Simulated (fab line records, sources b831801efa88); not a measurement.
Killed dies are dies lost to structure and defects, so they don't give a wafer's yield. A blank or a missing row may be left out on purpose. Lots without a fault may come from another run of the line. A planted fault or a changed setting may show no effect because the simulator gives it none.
Split-lot experiment | flow sky130 | 5 lots, 23 wafers read, on a route of 708 steps

THE SPLIT
At SKY_VIA2_CVD_21 (deposits W, target thk 420 nm, time 126.4 s), the setting temp_c was moved away from the recipe's 400 C on 7 of the 23 wafers read, by -2.4% to -0.8%. The other wafers ran this setting at the recipe's value.

FROM THE SPLIT TO THE READING: what the file shows between them, 1 step
- SKY_VIA2_RS_MEAS_22: measures by four-point-probe

THE READING
VIA2_W_THK, in nm, at SKY_VIA2_THK_MEAS_23 (measures by xrf). Fault-free wafers of this fab line usually give 446 nm, standard deviation 9.2 nm.

wafer  | tool, chamber at the split | temp_c as run, C | against the recipe | VIA2_W_THK, nm | against lot-mates on the recipe
L074.1 | cvd_w-01, 0                | 396.6            | -0.8%              | 411            | -42
L074.3 | cvd_w-01, 1                | 400              | recipe             | 459            | -
L074.4 | cvd_w-01, 0                | 396.6            | -0.8%              | 412            | -41
L074.5 | cvd_w-01, 1                | 400              | recipe             | 459            | -
L074.6 | cvd_w-01, 0                | 400              | recipe             | 442            | -
L075.1 | cvd_w-02, 1                | 400              | recipe             | 443            | -
L075.3 | cvd_w-02, 1                | 400              | recipe             | 443            | -
L075.4 | cvd_w-02, 0                | 400              | recipe             | 439            | -
L079.1 | cvd_w-01, 1                | 400              | recipe             | 469            | -
L079.2 | cvd_w-01, 0                | 400              | recipe             | 445            | -
L079.4 | cvd_w-01, 1                | 395.2            | -1.2%              | 423            | -34
L079.5 | cvd_w-01, 1                | 395.2            | -1.2%              | 425            | -32
L079.6 | cvd_w-01, 0                | 395.2            | -1.2%              | 400            | -57
L082.2 | cvd_w-01, 1                | 400              | recipe             | 467            | -
L082.3 | cvd_w-01, 0                | 400              | recipe             | 435            | -
L082.4 | cvd_w-01, 1                | 400              | recipe             | 466            | -
L082.5 | cvd_w-01, 0                | 400              | recipe             | 450            | -
L082.6 | cvd_w-01, 1                | 400              | recipe             | 466            | -
L084.1 | cvd_w-02, 0                | 390.4            | -2.4%              | 365            | -74
L084.2 | cvd_w-02, 1                | 400              | recipe             | 442            | -
L084.3 | cvd_w-02, 0                | 400              | recipe             | 437            | -
L084.5 | cvd_w-02, 1                | 400              | recipe             | 437            | -
L084.6 | cvd_w-02, 0                | 390.4            | -2.4%              | 367            | -72

THE FIT
A straight line over all 23 wafers: VIA2_W_THK changes by +34.1 nm for each +1% of temp_c; r = +0.91; the points scatter about the line by 12 nm.
The same after taking each lot's own level away (the mean of its wafers on the recipe; 23 wafers): +32.1 nm for each +1%; r = +0.93; scatter 10 nm.
On that fit, the largest move of temp_c shifts the reading by 77 nm.
The lots' own levels span 438.7 to 457.0 nm, that is 2.0 times the standard deviation above.
So the lot-to-lot level changes the slope little: the two slopes agree.
Check: with one of the wafers moved furthest among these (-2.4%) left out of the fit, the line predicts -80.7 nm for it against its lot-mates. It came out at -73.7 nm against them.

OTHER SPLITS ON THESE WAFERS
These wafers also went through other splits before the reading. Each is held against what the fit with the lots' levels taken away leaves over:
other split on the same wafers  | wafers away from the commonest value | r with VIA2_W_THK (lot level and that fit taken away)
SKY_METAL2_METAL_ETCH_19 bias_w | 12                                   | +0.23

THE WHOLE CHAIN: every reading that the file lists as answering this split, in the file's order
step                 | what it does                                | reading                                                                  | change (the file's fit)              | r (the file's)
SKY_VIA2_CVD_21      | deposits W, target thk 420 nm, time 126.4 s | W_of_VIA2_CVD_21.thk_nm (the simulator's own value, which no gauge read) | +29.8 nm for each +1% of the setting | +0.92
SKY_VIA2_RS_MEAS_22  | measures by four-point-probe                | VIA2_W_RS                                                                | -0.0221 for each +1% of the setting  | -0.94
SKY_VIA2_THK_MEAS_23 | measures by xrf                             | VIA2_W_THK                                                               | +32.8 for each +1% of the setting    | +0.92

THE FILE'S OWN FIT
VIA2_W_THK changes by +32.8 nm for each +1% of temp_c, r = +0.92.
